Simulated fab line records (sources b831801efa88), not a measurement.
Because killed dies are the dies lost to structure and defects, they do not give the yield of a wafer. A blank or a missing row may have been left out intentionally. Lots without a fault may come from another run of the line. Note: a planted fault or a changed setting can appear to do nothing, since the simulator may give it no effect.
Which tool was responsible? | flow gf180mcu | 13 lots with 39 wafers sampled at 6 steps, on a route of 602 steps

## WHAT THE GAUGES READ, wafer by wafer
GF_HV_LDD_TW_MEAS_11. Usual: HV_LDD_TW 2404, standard deviation 20.
lot  | measured     | on            | HV_LDD_TW      | flag
L110 | day 10 00:29 | film-metro-02 | 2428 2425 2410 |
L111 | day 10 06:38 | film-metro-04 | 2379 2396 2371 |
L114 | day 11 13:07 | film-metro-02 | 2434 2422 2424 |
L117 | day 12 05:29 | film-metro-02 | 2412 2422 2426 |
L122 | day 13 20:41 | film-metro-01 | 2418 2402 2416 |
L124 | day 14 06:08 | film-metro-01 | 2408 2406 2406 |
L125 | day 14 18:02 | film-metro-04 | 2385 2379 2371 |
L126 | day 14 23:35 | film-metro-01 | 2399 2393 2407 |
L127 | day 15 08:58 | film-metro-01 | 2427 2426 2426 |
L128 | day 15 13:12 | film-metro-02 | 2425 2431 2408 |
L129 | day 15 19:50 | film-metro-04 | 2375 2391 2392 |
L130 | day 16 03:20 | film-metro-01 | 2444 2434 2447 |
L132 | day 16 17:12 | film-metro-04 | 2386 2386 2388 |

GF_HV_LDD_OVL_MEAS_47. Usual: HV_LDD_03_OVL 1.0 nm, standard deviation 1.3.
lot  | measured     | on         | HV_LDD_03_OVL (nm) | flag
L110 | day 12 10:15 | overlay-02 | 1.2 1.4 2.4        |
L111 | day 12 15:56 | overlay-01 | 0.7 -1.4 1.4       |
L114 | day 14 00:22 | overlay-02 | 0.3 1.0 0.1        |
L117 | day 14 17:24 | overlay-02 | 3.1 1.4 0.3        |
L122 | day 16 13:38 | overlay-01 | 1.8 2.9 0.9        |
L124 | day 16 23:31 | overlay-02 | 0.5 1.5 0.2        |
L125 | day 17 13:20 | overlay-01 | -1.4 -0.5 1.1      |
L126 | day 17 18:33 | overlay-02 | 1.5 2.0 1.8        |
L127 | day 18 05:38 | overlay-01 | 1.0 2.0 2.7        |
L128 | day 18 10:24 | overlay-02 | 1.3 2.6 1.7        |
L129 | day 18 17:50 | overlay-01 | 2.6 0.3 0.9        |
L130 | day 19 01:17 | overlay-02 | -0.2 -0.7 1.6      |
L132 | day 19 16:27 | overlay-01 | 0.0 -0.9 -1.2      |

GF_PSD_RS_MEAS_14: the measuring method here is four-point-probe. Usual: NSD_RS 46.11 ohm/sq, standard deviation 0.084.
lot  | measured     | on            | NSD_RS (ohm/sq)   | flag
L110 | day 14 05:23 | film-metro-02 | 46.18 46.16 46.11 |
L111 | day 14 11:49 | film-metro-04 | 46.19 46.18 46.22 |
L114 | day 15 22:44 | film-metro-03 | 47.24 47.11 47.13 | OFF
L117 | day 16 17:37 | film-metro-03 | 47.28 47.16 47.39 | OFF
L122 | day 18 18:01 | film-metro-04 | 46.31 46.24 46.20 |
L124 | day 19 02:06 | film-metro-02 | 46.06 46.21 46.10 |
L125 | day 19 17:52 | film-metro-03 | 45.91 46.11 46.09 |
L126 | day 19 23:32 | film-metro-02 | 46.12 46.07 46.13 |
L127 | day 20 09:19 | film-metro-04 | 46.10 46.10 46.21 |
L128 | day 20 14:56 | film-metro-02 | 46.14 46.20 46.12 |
L129 | day 20 22:32 | film-metro-04 | 46.23 45.98 46.20 |
L130 | day 21 05:32 | film-metro-02 | 46.11 46.11 46.15 |
L132 | day 21 20:49 | film-metro-03 | 46.08 46.20 46.01 |

GF_SAB_THK_MEAS_01. Usual: SAB_CVD_00_THK 49.8 nm, standard deviation 0.66.
lot  | measured     | on            | SAB_CVD_00_THK (nm) | flag
L110 | day 14 05:39 | film-metro-04 | 48.8 49.1 50.3      |
L111 | day 14 12:05 | film-metro-04 | 49.2 49.0 50.0      |
L114 | day 15 22:58 | film-metro-04 | 50.4 49.7 50.5      |
L117 | day 16 17:52 | film-metro-04 | 50.6 49.8 49.8      |
L122 | day 18 18:16 | film-metro-01 | 48.5 50.3 49.8      |
L124 | day 19 02:20 | film-metro-01 | 49.2 49.9 51.0      |
L125 | day 19 18:08 | film-metro-01 | 50.0 49.0 50.4      |
L126 | day 19 23:47 | film-metro-03 | 49.3 49.6 49.2      |
L127 | day 20 09:34 | film-metro-03 | 48.5 50.7 50.2      |
L128 | day 20 15:10 | film-metro-03 | 49.7 50.7 50.6      |
L129 | day 20 22:47 | film-metro-03 | 50.0 50.0 49.8      |
L130 | day 21 05:47 | film-metro-01 | 48.2 50.4 50.5      |
L132 | day 21 21:03 | film-metro-01 | 49.7 49.7 50.1      |

## WHICH TOOL RAN EACH LOT (tool, then ch and the chambers of the sampled wafers, then the start)
lot  | GF_NSD_IMPLANT_09               | GF_NSD_STRIP_11
L110 | implanter-02 ch 0, day 13 08:24 | plasma-asher-01 ch 0,1, day 13 08:42
L111 | implanter-02 ch 0, day 13 14:32 | plasma-asher-01 ch 0,1, day 13 14:50
L114 | implanter-02 ch 0, day 15 00:20 | plasma-asher-01 ch 0,1, day 15 00:36
L117 | implanter-02 ch 0, day 15 18:37 | plasma-asher-02 ch 0,1, day 15 18:54
L122 | implanter-03 ch 0, day 17 17:41 | plasma-asher-01 ch 0,1, day 17 17:59
L124 | implanter-03 ch 0, day 18 01:50 | plasma-asher-03 ch 0,1, day 18 02:07
L125 | implanter-02 ch 0, day 18 16:26 | plasma-asher-01 ch 0,1, day 18 16:44
L126 | implanter-03 ch 0, day 18 22:13 | plasma-asher-02 ch 0,1, day 18 22:30
L127 | implanter-01 ch 0, day 19 08:49 | plasma-asher-02 ch 0, day 19 09:07
L128 | implanter-02 ch 0, day 19 13:58 | plasma-asher-02 ch 0,1, day 19 14:15
L129 | implanter-01 ch 0, day 19 21:35 | plasma-asher-02 ch 0,1, day 19 21:52
L130 | implanter-03 ch 0, day 20 04:34 | plasma-asher-03 ch 0,1, day 20 04:51
L132 | implanter-01 ch 0, day 20 20:14 | plasma-asher-01 ch 0,1, day 20 20:31
- GF_NSD_IMPLANT_09
- GF_NSD_STRIP_11: strips in O2/N2.

## WHAT THE TOOLS THEMSELVES READ (means of the sampled wafers that have a number; where no wafer has one, the mark that the record gives instead)
GF_NSD_IMPLANT_09. Usual: beam-energy-keV 60.002, standard deviation 0.018.
lot  | tool         | beam-energy-keV | flag
L110 | implanter-02 | 59.988          |
L111 | implanter-02 | 59.981          |
L114 | implanter-02 | 55.917          | OFF
L117 | implanter-02 | 55.936          | OFF
L122 | implanter-03 | 59.997          |
L124 | implanter-03 | 60.019          |
L125 | implanter-02 | 60.004          |
L126 | implanter-03 | 59.995          |
L127 | implanter-01 | 60.008          |
L128 | implanter-02 | 60.011          |
L129 | implanter-01 | 59.998          |
L130 | implanter-03 | 60.015          |
L132 | implanter-01 | 59.999          |

GF_NSD_STRIP_11. Usual: drypump-motor-current-A 5.5 A, standard deviation 0.39; heater-power-w 326 W, standard deviation 38; oes-product-au 0.487 a.u., standard deviation 0.0038; strip-time-to-endpoint-s 22.97 s, standard deviation 0.035.
lot  | tool            | drypump-motor-current-A (A) | heater-power-w (W) | oes-product-au (a.u.) | strip-time-to-endpoint-s (s) | flag
L110 | plasma-asher-01 | 5.7                         | 299                | 0.485                 | 22.97                        |
L111 | plasma-asher-01 | 5.4                         | 285                | 0.485                 | 22.98                        |
L114 | plasma-asher-01 | 5.7                         | 299                | 0.491                 | 22.45                        | OFF
L117 | plasma-asher-02 | 5.3                         | 365                | 0.494                 | 22.46                        | OFF
L122 | plasma-asher-01 | 5.7                         | 302                | 0.485                 | 22.93                        |
L124 | plasma-asher-03 | 5.5                         | 344                | 0.482                 | 22.99                        |
L125 | plasma-asher-01 | 5.7                         | 297                | 0.489                 | 23.03                        |
L126 | plasma-asher-02 | 5.3                         | 366                | 0.483                 | 22.95                        |
L127 | plasma-asher-02 | 5.5                         | 366                | 0.484                 | 23.03                        |
L128 | plasma-asher-02 | 5.5                         | 364                | 0.484                 | 22.95                        |
L129 | plasma-asher-02 | 5.3                         | 364                | 0.485                 | 23.00                        |
L130 | plasma-asher-03 | 5.6                         | 322                | 0.487                 | 23.03                        |
L132 | plasma-asher-01 | 5.4                         | 280                | 0.490                 | 23.00                        |

## THE ANSWER, worked out from the rows above alone
Rule: lot off if the mean of its wafers having a number is beyond 3 standard deviations from the usual mean. Also off: a lot with no number at a reading for which 4 or more lots have one. Where the step has rows for the other lots, those lots are counted as sound. After the gauges, taken in route order, come the tools' own readings; for these a lot's mean is taken, as printed above. At the first step where some lot is off, the reading lying furthest off is the one used; lots without a number count as furthest.
Off: L114, L117, at GF_PSD_RS_MEAS_14 (NSD_RS).
If a tool, at a process step before that reading, ran all the lots that are off and no sound lot after the first of them, it fits. The gauges at GF_PSD_RS_MEAS_14 aren't tried: what is off there is off at GF_NSD_IMPLANT_09 too, on other tools, and a gauge's error can't cause that. Not one of the candidates tried fits.

## WHAT HAD BEEN PUT IN BY THE SIMULATOR
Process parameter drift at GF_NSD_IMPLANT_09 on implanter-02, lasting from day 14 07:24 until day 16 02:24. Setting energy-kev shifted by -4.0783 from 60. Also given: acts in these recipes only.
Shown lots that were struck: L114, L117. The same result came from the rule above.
